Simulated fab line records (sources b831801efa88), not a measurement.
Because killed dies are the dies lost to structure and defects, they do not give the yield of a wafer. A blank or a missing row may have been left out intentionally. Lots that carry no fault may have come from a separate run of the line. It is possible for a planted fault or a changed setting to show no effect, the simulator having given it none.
fab line records	flow gf180mcu
[record] lots = 6	wafers = 18	last-day = 34
route steps=602 shown V2@401 M3@409
lots that met no fault: taken from a fault-free run of the same line
start-h: hours from the record's first day to the start of the lot's first wafer shown	wait-h: hours since the lot's step before	" identical to the entry in the row above	L1.1+2: a single row standing in for several wafers	- no value, or no start given	* or withheld: withheld	< > ~ a bound
route shown NAME@n: NAME is a module with steps in the file, n the number in the route of the first one	usual: average and standard deviation across the fault-free wafers	same: alike in all rows	chamber/n: place in a boat	sites: each site's reading	_std_site: the standard deviation of these	_edge_site: inner sites' mean taken away from outer sites' mean	radius-mm: for every site, how far away it sits from the centre of the wafer	mask NAME#n: copy n	behind: the tool/chamber that last shaped the wafer	hold: the reason the lot was held/the length of the hold in hours/how it ended	device: which transistor (n, p or np) failed to switch	end of line: tests run on the same wafers once the route is complete	a step without rows: its recipe alone	killed: at the first sort, the dies lost to defects and structure; wafer yield is something else	map: the dies of a wafer, with x for killed, . for not killed, _ for no die there
set.NAME: the run value of the setting; set.NAME@STEP: its run value at that earlier step	model.NAME: the simulator's own value behind a step, which no gauge read
a table for each step, a row for each wafer; lots at some steps of the route
services: the hour from which a tool's chamber was out of use, counted from the record's first day as start-h (under 0 if before that day), plus the number of hours and why
[[steps]]
[step GF_V2_STRIP_19]
[recipe] chemistry = post-etch-residue-remover	time-s = 1200	temp-c = 72.5
[step GF_V2_CLEAN_20]
[recipe] chemistry = DIW	dry = n2-spin
[step GF_V2_SPUTTER_21]
[recipe] material = Ti	target-thk-nm = 15	chamber-pressure-pa = 5	power-w = 2500	substrate-temp-c = 200	time-s = 80.02
[usual] cathode-dc-power-W = 2499.9/0.47	chamber-pressure-pa = 5.001/0.011	throttle-valve-pct = 29.9/1
[same] time-s = 80.02
lot.wafer	tool	chamber	start-h	wait-h	cathode-dc-power-W	chamber-pressure-pa	throttle-valve-pct
L516.3	pvd-sputter-02	-	513.46	0.0	2499.8	4.993	30.6
L516.4	"	-	"	"	2500.2	4.984	29.2
L516.6	"	-	"	"	2500.7	4.994	30.6
L517.1	pvd-sputter-04	-	522.86	0.0	2500.1	4.999	29.6
L517.3	"	-	"	"	2499.5	5.014	32.0
L517.5	"	-	"	"	2498.9	5.004	31.1
L518.1	pvd-sputter-02	-	530.47	0.0	2500.8	5.005	29.2
L518.3	"	-	"	"	2499.7	4.983	29.2
L518.5	"	-	"	"	2500.4	4.972	29.4
L520.1	pvd-sputter-02	-	542.63	0.0	2499.5	4.996	29.2
L520.2	"	-	"	"	2499.7	5.002	30.2
L520.5	"	-	"	"	2499.8	4.995	28.9
L530.2	pvd-sputter-03	-	626.09	0.0	2499.4	5.000	29.4
L530.5	"	-	"	"	2500.0	5.000	29.7
L530.6	"	-	"	"	2499.0	4.999	30.5
L534.3	pvd-sputter-03	-	651.34	0.0	2499.5	4.979	28.2
L534.4	"	-	"	"	2500.2	4.991	30.4
L534.5	"	-	"	"	2500.7	4.986	28.2
[step GF_V2_SPUTTER_22]
[recipe] material = TiN	target-thk-nm = 10	chamber-pressure-pa = 5	power-w = 4000	time-s = 40
[usual] cathode-dc-power-W = 4000.0/0.7	chamber-pressure-pa = 5.000/0.0096	throttle-valve-pct = 29.9/0.98
[same] time-s = 40
lot.wafer	tool	chamber	start-h	wait-h	cathode-dc-power-W	chamber-pressure-pa	throttle-valve-pct
L516.3	pvd-sputter-02	-	513.53	0.0	4000.2	4.990	30.6
L516.4	"	-	"	"	3999.4	4.998	29.2
L516.6	"	-	"	"	3999.9	4.988	30.6
L517.1	pvd-sputter-04	-	522.92	0.0	3999.7	5.009	29.7
L517.3	"	-	"	"	3999.4	5.009	32.3
L517.5	"	-	"	"	4000.2	5.013	31.2
L518.1	pvd-sputter-02	-	530.53	0.0	3999.8	5.001	29.2
L518.3	"	-	"	"	3999.4	5.008	29.5
L518.5	"	-	"	"	4001.2	5.016	29.5
L520.1	pvd-sputter-02	-	542.69	0.0	4000.1	4.989	29.0
L520.2	"	-	"	"	3999.5	5.014	30.6
L520.5	"	-	"	"	3999.3	5.001	29.0
L530.2	pvd-sputter-03	-	626.15	0.0	4000.2	5.003	29.5
L530.5	"	-	"	"	3999.6	4.984	29.4
L530.6	"	-	"	"	4000.8	5.000	30.7
L534.3	pvd-sputter-03	-	651.41	0.0	4000.9	5.007	28.2
L534.4	"	-	"	"	4000.2	5.001	30.2
L534.5	"	-	"	"	4000.6	4.994	28.4
[step GF_V2_CVD_23]
[recipe] material = W	target-thk-nm = 350	time-s = 104.94	temp-c = 400	pressure-torr = 40
[step GF_V2_RS_MEAS_24]
[recipe] thk-meas-gauge = four-point-probe	reads = W_of_V2_CVD_23+TiN_of_V2_SPUTTER_22+Ti_of_V2_SPUTTER_21
[usual] V2_W_RS = 0.328/0.0036
lot.wafer	tool	chamber	start-h	wait-h	V2_W_RS[ohm/sq]
L516.3	film-metro-03	-	513.72	0.1	0.329
L516.4	"	-	"	"	0.334
L516.6	"	-	"	"	0.330
L517.1	film-metro-04	-	523.07	0.1	0.328
L517.3	"	-	"	"	0.326
L517.5	"	-	"	"	0.326
L518.1	film-metro-01	-	530.68	0.1	0.333
L518.3	"	-	"	"	0.333
L518.5	"	-	"	"	0.333
L520.1	film-metro-04	-	542.84	0.1	0.329
L520.2	"	-	"	"	0.334
L520.5	"	-	"	"	0.339
L530.2	film-metro-04	-	626.32	0.1	0.320
L530.5	"	-	"	"	0.330
L530.6	"	-	"	"	0.322
L534.3	film-metro-03	-	651.60	0.1	0.324
L534.4	"	-	"	"	0.328
L534.5	"	-	"	"	0.327
[step GF_V2_THK_MEAS_25]
[recipe] thk-meas-gauge = xrf	reads = W_of_V2_CVD_23
[usual] V2_W_THK = 356/5.3
lot.wafer	tool	chamber	start-h	wait-h	V2_W_THK[nm]
L516.3	film-metro-03	-	513.82	0.1	357
L516.4	"	-	"	"	348
L516.6	"	-	"	"	352
L517.1	film-metro-04	-	523.19	0.1	360
L517.3	"	-	"	"	359
L517.5	"	-	"	"	359
L518.1	film-metro-01	-	530.80	0.1	355
L518.3	"	-	"	"	354
L518.5	"	-	"	"	353
L520.1	film-metro-04	-	542.96	0.1	353
L520.2	"	-	"	"	346
L520.5	"	-	"	"	341
L530.2	film-metro-04	-	626.43	0.1	366
L530.5	"	-	"	"	357
L530.6	"	-	"	"	367
L534.3	film-metro-03	-	651.70	0.1	352
L534.4	"	-	"	"	349
L534.5	"	-	"	"	349
[step GF_V2_CMP_26]
[recipe] stop-on = SiO2	down-force-psi = 3.5	platen-rpm = 60	t-overpolish-s = 15	target-thk-nm = 0	pad-velocity-m-s = 0.94248
[usual] motor-current-A = 11.0/0.9	overpolish-run-s = 15.001/0.0089	platen-rpm = 60.00/0.037	time-to-endpoint-s = 84/3.5
lot.wafer	tool	chamber	start-h	wait-h	motor-current-A	overpolish-run-s	platen-rpm	time-to-endpoint-s
L516.4	cmp-02	0	513.86	0.0	11.7	15.008	59.98	88
L516.3	"	2	"	"	10.2	14.998	59.98	92
L516.6	"	0	"	"	12.1	14.991	59.98	92
L517.1	cmp-01	2	523.30	0.1	10.6	15.001	60.06	79
L517.3	"	0	"	"	10.3	14.988	60.03	80
L517.5	"	1	"	"	12.3	14.997	60.09	81
L518.1	cmp-01	3	530.86	0.1	10.7	14.990	59.97	81
L518.3	"	0	"	"	10.3	14.991	59.98	83
L518.5	"	3	"	"	11.1	15.016	59.94	80
L520.2	cmp-01	2	543.02	0.0	11.2	15.006	60.01	78
L520.1	"	1	"	"	12.1	15.003	59.97	80
L520.5	"	2	"	"	11.5	15.006	60.04	78
L530.2	cmp-01	0	626.63	0.2	10.7	15.006	59.95	85
L530.5	"	1	"	"	11.8	14.990	60.06	82
L530.6	"	2	"	"	11.0	15.008	60.01	82
L534.3	cmp-02	3	651.87	0.2	10.3	14.987	59.98	90
L534.4	"	2	"	"	10.2	15.008	60.03	84
L534.5	"	0	"	"	12.7	15.008	60.05	91
[step GF_M3_SPUTTER_00]
[recipe] material = Ti	target-thk-nm = 37.5	arriving-ion-energy-ev = 80	substrate-temp-c = 200	chamber-pressure-pa = 2	power-w = 4000	time-s = 150
[usual] cathode-dc-power-W = 4000.2/0.78	chamber-pressure-pa = 2.000/0.0043	throttle-valve-pct = 30.1/0.76
[same] time-s = 150
lot.wafer	tool	chamber	start-h	wait-h	cathode-dc-power-W	chamber-pressure-pa	throttle-valve-pct
L516.3	pvd-sputter-04	-	514.16	0.1	3999.1	1.998	31.2
L516.4	"	-	"	"	3999.9	2.002	30.0
L516.6	"	-	"	"	3999.3	1.998	29.5
L517.1	pvd-sputter-01	-	523.55	0.2	4000.5	1.993	29.1
L517.3	"	-	"	"	4000.0	2.001	29.7
L517.5	"	-	"	"	3999.7	1.998	30.5
L518.1	pvd-sputter-04	-	531.16	0.2	4000.6	1.996	31.4
L518.3	"	-	"	"	3999.9	1.998	32.2
L518.5	"	-	"	"	3999.3	2.002	29.9
L520.1	pvd-sputter-01	-	543.32	0.1	3998.5	2.005	29.3
L520.2	"	-	"	"	4000.1	1.998	29.8
L520.5	"	-	"	"	4000.3	1.996	29.6
L530.2	pvd-sputter-02	-	626.78	0.1	4000.5	1.998	29.6
L530.5	"	-	"	"	3999.8	2.000	29.1
L530.6	"	-	"	"	4000.0	2.004	29.0
L534.3	pvd-sputter-04	-	652.17	0.2	3999.8	1.996	30.3
L534.4	"	-	"	"	3999.4	2.000	31.9
L534.5	"	-	"	"	4001.6	2.004	29.7
[step GF_M3_SPUTTER_01]
[recipe] material = TiN	target-thk-nm = 30	power-w = 6500	time-s = 25	chamber-pressure-pa = 0.4
[usual] cathode-dc-power-W = 6500.0/1.2	chamber-pressure-pa = 0.4001/0.00071	throttle-valve-pct = 30.2/0.75
[same] time-s = 25
lot.wafer	tool	chamber	start-h	wait-h	cathode-dc-power-W	chamber-pressure-pa	throttle-valve-pct
L516.3	pvd-sputter-04	-	514.26	0.1	6501.1	0.3983	31.0
L516.4	"	-	"	"	6499.5	0.3993	30.0
L516.6	"	-	"	"	6500.8	0.3987	29.8
L517.1	pvd-sputter-01	-	523.65	0.1	6499.7	0.4002	29.2
L517.3	"	-	"	"	6498.3	0.4009	29.6
L517.5	"	-	"	"	6500.2	0.4015	30.6
L518.1	pvd-sputter-04	-	531.26	0.1	6500.3	0.3996	31.0
L518.3	"	-	"	"	6501.1	0.4007	32.0
L518.5	"	-	"	"	6501.9	0.4008	30.0
L520.1	pvd-sputter-01	-	543.42	0.1	6499.6	0.3996	29.7
L520.2	"	-	"	"	6500.7	0.4009	29.8
L520.5	"	-	"	"	6501.7	0.4007	29.8
L530.2	pvd-sputter-02	-	626.88	0.1	6500.6	0.4014	29.6
L530.5	"	-	"	"	6498.9	0.3999	29.1
L530.6	"	-	"	"	6500.5	0.3999	29.0
L534.3	pvd-sputter-04	-	652.27	0.1	6498.7	0.3992	30.2
L534.4	"	-	"	"	6500.9	0.3994	31.8
L534.5	"	-	"	"	6500.2	0.4005	30.0
[step GF_M3_SPUTTER_02]
[recipe] material = AlCu	target-thk-nm = 450	power-w = 10600	time-s = 23.9	chamber-pressure-pa = 0.4
[step GF_M3_SPUTTER_03]
[recipe] material = Ti	target-thk-nm = 10	substrate-temp-c = 300	chamber-pressure-pa = 0.3	power-w = 3000	time-s = 6.7
[step GF_M3_SPUTTER_04]
[recipe] material = TiN	target-thk-nm = 50	power-w = 6500	time-s = 41.7	chamber-pressure-pa = 0.4
[usual] cathode-dc-power-W = 6499.9/1.2	chamber-pressure-pa = 0.3999/0.0007	throttle-valve-pct = 30.1/0.73	time-s = 41.7/0
lot.wafer	tool	chamber	start-h	wait-h	cathode-dc-power-W	chamber-pressure-pa	throttle-valve-pct	time-s
L516.3	pvd-sputter-04	-	514.34	0.0	-	-	-	-
L516.4	"	-	"	"	-	-	-	-
L516.6	"	-	"	"	-	-	-	-
L517.1	pvd-sputter-01	-	523.73	0.0	-	-	-	-
L517.3	"	-	"	"	-	-	-	-
L517.5	"	-	"	"	-	-	-	-
L518.1	pvd-sputter-04	-	531.34	0.0	6501.0	0.4007	31.5	41.7
L518.3	"	-	"	"	6500.6	0.4003	32.1	41.7
L518.5	"	-	"	"	6502.5	0.4001	30.2	41.7
L520.1	pvd-sputter-01	-	543.50	0.0	6497.9	0.3994	29.3	41.7
L520.2	"	-	"	"	6499.8	0.3990	29.9	41.7
L520.5	"	-	"	"	6500.2	0.4001	30.0	41.7
L530.2	pvd-sputter-02	-	626.96	0.0	6500.3	0.3986	29.6	41.7
L530.5	"	-	"	"	6499.7	0.4006	29.1	41.7
L530.6	"	-	"	"	6501.1	0.3994	29.5	41.7
L534.3	pvd-sputter-04	-	652.35	0.0	6501.4	0.3999	30.2	41.7
L534.4	"	-	"	"	6498.6	0.3996	31.9	41.7
L534.5	"	-	"	"	6499.0	0.4004	29.7	41.7
[step GF_M3_THK_MEAS_06]
[recipe] thk-meas-gauge = xrf	reads = AlCu_of_M3_SPUTTER_02
[usual] M3_ALCU_THK = 448/5.4
lot.wafer	tool	chamber	start-h	wait-h	M3_ALCU_THK[nm]
L516.3	film-metro-02	-	514.52	0.1	492
L516.4	"	-	"	"	495
L516.6	"	-	"	"	493
L517.1	film-metro-02	-	523.89	0.1	488
L517.3	"	-	"	"	492
L517.5	"	-	"	"	489
L518.1	film-metro-02	-	531.50	0.1	445
L518.3	"	-	"	"	446
L518.5	"	-	"	"	449
L520.1	film-metro-02	-	543.66	0.1	449
L520.2	"	-	"	"	450
L520.5	"	-	"	"	451
L530.2	film-metro-04	-	627.13	0.1	447
L530.5	"	-	"	"	443
L530.6	"	-	"	"	456
L534.3	film-metro-02	-	652.53	0.1	440
L534.4	"	-	"	"	438
L534.5	"	-	"	"	438
[step GF_M3_DEHYDRATE_07]
[recipe] temp-c = 200	time-s = 60
[[services]]
tool	chamber	start-h	hours	kind
pvd-sputter-03	-	490.86	3.0	repair
pvd-sputter-03	-	499.08	2.6	repair
pvd-sputter-01	-	506.24	3.5	repair
pvd-sputter-01	-	540.95	2.3	repair
pvd-sputter-03	-	545.72	1.7	repair
cmp-01	-	570.05	8.1	pm
cmp-02	-	572.05	4.0	pm
cmp-02	-	574.46	6.4	repair
cmp-02	-	576.05	-	consumable-replace:conditioner
cmp-02	-	576.05	-	consumable-replace:pad
cmp-01	-	581.18	4.3	pm
pvd-sputter-04	2	581.30	-	consumable-replace:kit
pvd-sputter-04	2	581.30	18.0	scheduled-down
pvd-sputter-04	2	581.30	18.0	vent-cycle
pvd-sputter-01	3	607.79	-	consumable-replace:kit
pvd-sputter-01	3	607.79	18.0	scheduled-down
pvd-sputter-01	3	607.79	18.0	vent-cycle
cmp-01	-	609.97	1.6	repair
cmp-01	-	611.00	0.5	repair
cmp-02	-	650.79	0.3	repair
[[key]]
[first-sign] step = GF_M3_SPUTTER_04	reading = tool-record	direction = missing
[effect] step = GF_M3_THK_MEAS_06	reading = M3_ALCU_THK	direction = up	sigmas = 8.1	usual = 448	struck = 491
met-at GF_M3_SPUTTER_04
struck-wafers L516.3,L516.4,L516.6,L517.1,L517.3,L517.5
later-rows-left-out L516.3,L516.4,L516.6,L517.1,L517.3,L517.5
sort-left-out L516.3,L516.4,L516.6,L517.1,L517.3,L517.5
[fault] kind = skipped-step-whole	tool = pvd-sputter-01,pvd-sputter-04	chamber = -	onset-h = 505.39	steps = GF_M3_SPUTTER_04	scope = struck-lots-only
// sort-left-out: the simulated sort isn't trusted on such a fault, so these wafers' sort isn't shown, and their yield isn't known
// later-rows-left-out: the simulator's readings of these wafers behind a module that went badly wrong aren't trusted and aren't shown, but for the sort
